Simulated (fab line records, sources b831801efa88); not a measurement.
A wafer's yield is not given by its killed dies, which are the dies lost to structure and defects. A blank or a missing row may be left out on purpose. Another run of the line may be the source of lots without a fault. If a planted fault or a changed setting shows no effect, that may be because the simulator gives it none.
Which tool was responsible? || flow sky130 || 14 lots with 42 wafers sampled at 4 steps, on a route of 708 steps

WHAT THE GAUGES SHOWED, per wafer
SKY_VT_ADJUST_NCORE_OVL_MEAS_08.
{"lot": "L386", "measured": "day 8 11:38", "on": "overlay-02", "VT_ADJUST_NCORE_OVL (nm)": "1.3 1.5 0.3"}
{"lot": "L387", "measured": "day 8 20:17", "on": "overlay-02", "VT_ADJUST_NCORE_OVL (nm)": "0.8 -0.1 0.4"}
{"lot": "L390", "measured": "day 9 21:14", "on": "overlay-02", "VT_ADJUST_NCORE_OVL (nm)": "0.2 1.4 -0.3"}
{"lot": "L392", "measured": "day 10 11:52", "on": "overlay-01", "VT_ADJUST_NCORE_OVL (nm)": "-1.3 1.6 -1.6"}
{"lot": "L393", "measured": "day 10 18:53", "on": "overlay-02", "VT_ADJUST_NCORE_OVL (nm)": "-0.6 1.1 0.6"}
{"lot": "L394", "measured": "day 11 02:59", "on": "overlay-02", "VT_ADJUST_NCORE_OVL (nm)": "0.4 -0.1 0.8"}
{"lot": "L395", "measured": "day 11 07:24", "on": "overlay-02", "VT_ADJUST_NCORE_OVL (nm)": "0.5 0.4 -0.3"}
{"lot": "L397", "measured": "day 11 19:50", "on": "overlay-02", "VT_ADJUST_NCORE_OVL (nm)": "0.5 1.7 2.1"}
{"lot": "L398", "measured": "day 12 03:05", "on": "overlay-01", "VT_ADJUST_NCORE_OVL (nm)": "-0.4 0.8 0.4"}
{"lot": "L402", "measured": "day 13 06:59", "on": "overlay-02", "VT_ADJUST_NCORE_OVL (nm)": "1.9 0.5 1.5"}
{"lot": "L403", "measured": "day 13 14:02", "on": "overlay-01", "VT_ADJUST_NCORE_OVL (nm)": "-1.1 -0.7 -2.0"}
{"lot": "L404", "measured": "day 13 23:23", "on": "overlay-02", "VT_ADJUST_NCORE_OVL (nm)": "-1.2 1.7 1.0"}
{"lot": "L407", "measured": "day 14 15:38", "on": "overlay-02", "VT_ADJUST_NCORE_OVL (nm)": "0.5 -1.2 0.7"}
{"lot": "L409", "measured": "day 15 09:59", "on": "overlay-02", "VT_ADJUST_NCORE_OVL (nm)": "-2.7 1.0 -0.3"}

SKY_POLY_GATE_CD_MEAS_13: the cd target is 150 nm.
{"lot": "L386", "measured": "day 16 00:05", "on": "cd_sem-01", "cd_nm (nm)": "151.1 151.1 152.3"}
{"lot": "L387", "measured": "day 16 10:46", "on": "cd_sem-01", "cd_nm (nm)": "152.6 153.0 150.7"}
{"lot": "L390", "measured": "day 19 01:02", "on": "cd_sem-01", "cd_nm (nm)": "150.3 150.3 150.5"}
{"lot": "L392", "measured": "day 19 06:26", "on": "cd_sem-02", "cd_nm (nm)": "152.2 152.1 151.6"}
{"lot": "L393", "measured": "day 19 05:48", "on": "cd_sem-01", "cd_nm (nm)": "152.5 153.9 153.5"}
{"lot": "L394", "measured": "day 19 09:47", "on": "cd_sem-02", "cd_nm (nm)": "151.9 151.1 152.2"}
{"lot": "L395", "measured": "day 21 01:55", "on": "cd_sem-01", "cd_nm (nm)": "151.9 150.9 151.2"}
{"lot": "L397", "measured": "day 21 03:34", "on": "cd_sem-01", "cd_nm (nm)": "150.3 149.9 150.2"}
{"lot": "L398", "measured": "day 21 04:42", "on": "cd_sem-01", "cd_nm (nm)": "152.0 152.7 149.9"}
{"lot": "L402", "measured": "day 22 03:22", "on": "cd_sem-01", "cd_nm (nm)": "153.1 151.8 152.9"}
{"lot": "L403", "measured": "day 22 07:42", "on": "cd_sem-01", "cd_nm (nm)": "151.5 151.8 152.2"}
{"lot": "L404", "measured": "day 22 17:47", "on": "cd_sem-01", "cd_nm (nm)": "151.3 151.1 150.4"}
{"lot": "L407", "measured": "day 23 12:28", "on": "cd_sem-02", "cd_nm (nm)": "150.2 149.5 151.1"}
{"lot": "L409", "measured": "day 24 08:11", "on": "cd_sem-01", "cd_nm (nm)": "151.5 150.9 150.6"}

SKY_LDD_P_TW_MEAS_11.
{"lot": "L386", "measured": "day 18 22:53", "on": "film_metro-02", "LDD_P_TW": "624.2 623.6 624.1"}
{"lot": "L387", "measured": "day 19 03:36", "on": "film_metro-01", "LDD_P_TW": "629.7 630.1 628.0"}
{"lot": "L390", "measured": "day 21 12:43", "on": "film_metro-02", "LDD_P_TW": "625.7 626.4 627.0"}
{"lot": "L392", "measured": "day 21 18:14", "on": "film_metro-04", "LDD_P_TW": "628.6 626.2 625.2"}
{"lot": "L393", "measured": "day 21 17:24", "on": "film_metro-02", "LDD_P_TW": "625.9 625.1 627.3"}
{"lot": "L394", "measured": "day 22 02:23", "on": "film_metro-01", "LDD_P_TW": "625.6 621.6 624.2"}
{"lot": "L395", "measured": "day 23 17:38", "on": "film_metro-04", "LDD_P_TW": "627.9 629.7 626.9"}
{"lot": "L397", "measured": "day 23 20:22", "on": "film_metro-02", "LDD_P_TW": "621.9 621.6 623.9"}
{"lot": "L398", "measured": "day 23 19:50", "on": "film_metro-01", "LDD_P_TW": "622.5 622.3 622.3"}
{"lot": "L402", "measured": "day 24 18:29", "on": "film_metro-02", "LDD_P_TW": "626.0 626.3 625.1"}
{"lot": "L403", "measured": "day 24 22:46", "on": "film_metro-01", "LDD_P_TW": "625.8 626.2 626.3"}
{"lot": "L404", "measured": "day 25 08:07", "on": "film_metro-01", "LDD_P_TW": "628.8 625.3 628.1"}
{"lot": "L407", "measured": "day 26 01:55", "on": "film_metro-01", "LDD_P_TW": "623.3 623.5 623.7"}
{"lot": "L409", "measured": "day 26 21:08", "on": "film_metro-01", "LDD_P_TW": "626.9 625.6 624.5"}

EACH LOT AND THE TOOL THAT RAN IT (in order: tool; ch and the chambers of the sampled wafers; start)
{"lot": "L386", "SKY_SONOS_TUNNEL_PEB_05": "litho_track-03 ch 0, day 11 05:32"}
{"lot": "L387", "SKY_SONOS_TUNNEL_PEB_05": "litho_track-03 ch 0, day 11 14:37"}
{"lot": "L390", "SKY_SONOS_TUNNEL_PEB_05": "litho_track-02 ch 0, day 12 19:23"}
{"lot": "L392", "SKY_SONOS_TUNNEL_PEB_05": "litho_track-04 ch 0, day 13 09:44"}
{"lot": "L393", "SKY_SONOS_TUNNEL_PEB_05": "litho_track-02 ch 0, day 13 18:11"}
{"lot": "L394", "SKY_SONOS_TUNNEL_PEB_05": "litho_track-03 ch 0, day 14 01:41"}
{"lot": "L395", "SKY_SONOS_TUNNEL_PEB_05": "litho_track-03 ch 0, day 14 08:23"}
{"lot": "L397", "SKY_SONOS_TUNNEL_PEB_05": "litho_track-04 ch 0, day 14 22:10"}
{"lot": "L398", "SKY_SONOS_TUNNEL_PEB_05": "litho_track-02 ch 0, day 15 05:11"}
{"lot": "L402", "SKY_SONOS_TUNNEL_PEB_05": "litho_track-04 ch 0, day 16 12:31"}
{"lot": "L403", "SKY_SONOS_TUNNEL_PEB_05": "litho_track-03, day 16 21:47"}
{"lot": "L404", "SKY_SONOS_TUNNEL_PEB_05": "litho_track-04, day 17 06:31"}
{"lot": "L407", "SKY_SONOS_TUNNEL_PEB_05": "litho_track-02 ch 0, day 17 22:14"}
{"lot": "L409", "SKY_SONOS_TUNNEL_PEB_05": "litho_track-03 ch 0, day 18 23:04"}
- SKY_SONOS_TUNNEL_PEB_05

AS READ BY THE TOOLS THEMSELVES (means over the sampled wafers that have a number; for cases with no such wafer, the mark the record gives instead)
SKY_SONOS_TUNNEL_PEB_05.
{"lot": "L386", "tool": "litho_track-03", "exhaust_pa (Pa)": 45.4}
{"lot": "L387", "tool": "litho_track-03", "exhaust_pa (Pa)": 45.6}
{"lot": "L390", "tool": "litho_track-02", "exhaust_pa (Pa)": 45.8}
{"lot": "L392", "tool": "litho_track-04", "exhaust_pa (Pa)": 45.6}
{"lot": "L393", "tool": "litho_track-02", "exhaust_pa (Pa)": 45.5}
{"lot": "L394", "tool": "litho_track-03", "exhaust_pa (Pa)": 44.3}
{"lot": "L395", "tool": "litho_track-03", "exhaust_pa (Pa)": 45.4}
{"lot": "L397", "tool": "litho_track-04", "exhaust_pa (Pa)": 45.2}
{"lot": "L398", "tool": "litho_track-02", "exhaust_pa (Pa)": 44.3}
{"lot": "L402", "tool": "litho_track-04", "exhaust_pa (Pa)": 44.2}
{"lot": "L403", "tool": "litho_track-03", "exhaust_pa (Pa)": "-"}
{"lot": "L404", "tool": "litho_track-04", "exhaust_pa (Pa)": "-"}
{"lot": "L407", "tool": "litho_track-02", "exhaust_pa (Pa)": 44.9}
{"lot": "L409", "tool": "litho_track-03", "exhaust_pa (Pa)": 44.4}

THE ANSWER, worked out from the rows above alone
Rule: usual is defined by the lots themselves. Put in order of their means at a reading, lots are off if they are a third of the lots or fewer, leave a main group of 4 or more, and stand apart from it by a gap of 3 or more times the standard deviation of the main group's means; of several such gaps the widest counts. A main group is skipped when, at the precision printed for the reading in the tables above, its means are all equal. A lot without any number at a reading at which 4 lots or more have one is off too. All remaining lots with rows at the step are treated as sound. After the gauges, taken in route order, come the tools' own readings; for these a lot's mean is taken, as printed above. At the first step where some lot is off, the reading lying furthest off is the one used; lots without a number count as furthest.
Off: L403, L404 (SKY_SONOS_TUNNEL_PEB_05, exhaust_pa). Without a number there: L403, L404. The main group has a mean of 45.0 Pa with a standard deviation of 0.57.
If a tool, at that step or one of the process steps before it, ran each lot that is off and ran no sound lot following the first of them, it fits. Of those tried, none fits.

WHAT THE SIMULATOR PUT IN
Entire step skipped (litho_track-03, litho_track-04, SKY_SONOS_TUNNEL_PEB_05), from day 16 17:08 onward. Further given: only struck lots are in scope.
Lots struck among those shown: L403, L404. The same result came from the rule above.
